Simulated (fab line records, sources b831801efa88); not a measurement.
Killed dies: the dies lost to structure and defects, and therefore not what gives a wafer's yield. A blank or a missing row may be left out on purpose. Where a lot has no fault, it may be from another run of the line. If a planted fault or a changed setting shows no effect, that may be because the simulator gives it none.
A lot that was struck, set against a sound lot || flow sky130 || 15 steps out of a route of 708
Sound: these wafers, L740.1, L740.3, L740.4. Struck: wafers L744.2, L744.3, L744.6. At the end, the cause is stated.
Order at every step that has rows: each side's tool, ch and its chambers, its first start. Under that, the readings that differ: sound wafers || struck wafers || difference of the means || sigmas: that difference in standard deviations of wafers without a fault.
alike: words and numbers the same on both sides, and readings whose means are apart by under 2 such deviations; not compared: readings that were withheld, readings missing a value for some wafer, numbers with overlapping values and no deviation given by the record, and bounds like >300 which may hide the same value.
A row with sigmas, a row that says differs or no value, or rows on one side alone: a step with any of these is where the two part. Non-overlapping numbers with no deviation appear without sigmas and do not part them. Lack of a reading on every wafer of one side parts them only where that side has two or more wafers.

SKY_METAL5_SPUTTER_03: material Ti, target thk 5 nm, time 3.3 s.
  sound on pvd sputter-01 at day 44 18:52; struck on pvd sputter-02 at day 46 01:07
{"reading": "throttle valve pct (%)", "sound": "30.6 31.8 31.4", "struck": "29.6 28.9 28.6", "difference": -2.2, "sigmas": -2}
  alike: cathode dc power W
SKY_METAL5_SPUTTER_04: material TiN, target thk 70 nm, time 58.3 s.
  sound on pvd sputter-01 at day 44 18:53; struck on pvd sputter-02 at day 46 01:08
  alike: cathode dc power W, throttle valve pct
SKY_METAL5_RS_MEAS_05: uses a four-point probe to measure.
  sound on film metro-04 at day 44 18:56; struck on film metro-03 at day 46 01:13
{"reading": "METAL5_ALCU_RS (ohm/sq)", "sound": "0.0277 0.0277 0.0271", "struck": "0.0267 0.0269 0.0269", "difference": -0.0007, "sigmas": -2}
SKY_METAL5_THK_MEAS_06: measures by xrf.
  sound on film metro-04 at day 44 19:03; struck on film metro-03 at day 46 01:19
{"reading": "METAL5_ALCU_THK (nm)", "sound": "1151 1157 1172", "struck": "1200 1192 1198", "difference": "+37", "sigmas": "+2"}
then, 7 steps without rows for these wafers: SKY_METAL5_DEHYDRATE_07 (time 60 s); SKY_METAL5_HMDS_08 (prime time 60 s); SKY_METAL5_COAT_09 (resist thk 1800 nm); SKY_METAL5_SOFTBAKE_10 (time 60 s); SKY_METAL5_EXPOSE_11 (exposes mask MM5, target cd 1600 nm); SKY_METAL5_PEB_12; SKY_METAL5_DEVELOP_13 (develop time 60 s).
SKY_METAL5_DESCUM_14: chemistry O2, time 11 s.
  sound on rie metal-02 ch 0,1, day 45 15:28; struck on rie metal-02 ch 0, day 46 21:29
{"reading": "he backside leak sccm (sccm)", "sound": "5.09 3.21 3.61", "struck": "3.21 3.27 3.25", "difference": -0.73, "sigmas": -3}
  alike: drypump motor current A, oes product au, temp c
  not compared: rf hours counter h
SKY_METAL5_METAL_ETCH_15: etches the open film in Cl2/BCl3, stops on SiO2, target depth 1260 nm, time 252 s.
  sound on rie metal-02 ch 0,1, day 45 15:30; struck on rie metal-02 ch 0, day 46 21:32
{"reading": "bias w (W)", "sound": "48.31 48.55 48.11", "struck": "49.71 49.79 49.68", "difference": "+1.40", "sigmas": "+9"}
  alike: drypump motor current A, he backside leak sccm, oes product au, throttle valve pct
  not compared: rf hours counter h
SKY_METAL5_STRIP_16: strips in O2/N2.
  sound on plasma asher-01 ch 0,1, day 45 15:44; struck on plasma asher-01 ch 0,1, day 46 21:46
  alike: drypump motor current A, oes product au, strip time to endpoint s
  not compared: rf hours counter h
SKY_PAD_OPEN_PROBE_99:
  sound on prober-01 at day 47 11:53; struck on prober-01 at day 48 16:07
  alike: defect limited yield, killed_at_M0_to_M3, killed_at_M4_up, killed at contacts, killed at front end, killed at other, killed dies, killed open, killed short, sort_bin_3_pad_short, sort_bin_5_function, sort_bin_6_memory, sort n pass, sort yield pct

## WHERE THEY PART
Last at SKY_METAL5_METAL_ETCH_15 as far as this record goes, first at SKY_METAL5_SPUTTER_03. Later steps at which nothing parts them and some readings are alike: SKY_METAL5_STRIP_16, SKY_PAD_OPEN_PROBE_99.

WHY: what had been put in by the simulator
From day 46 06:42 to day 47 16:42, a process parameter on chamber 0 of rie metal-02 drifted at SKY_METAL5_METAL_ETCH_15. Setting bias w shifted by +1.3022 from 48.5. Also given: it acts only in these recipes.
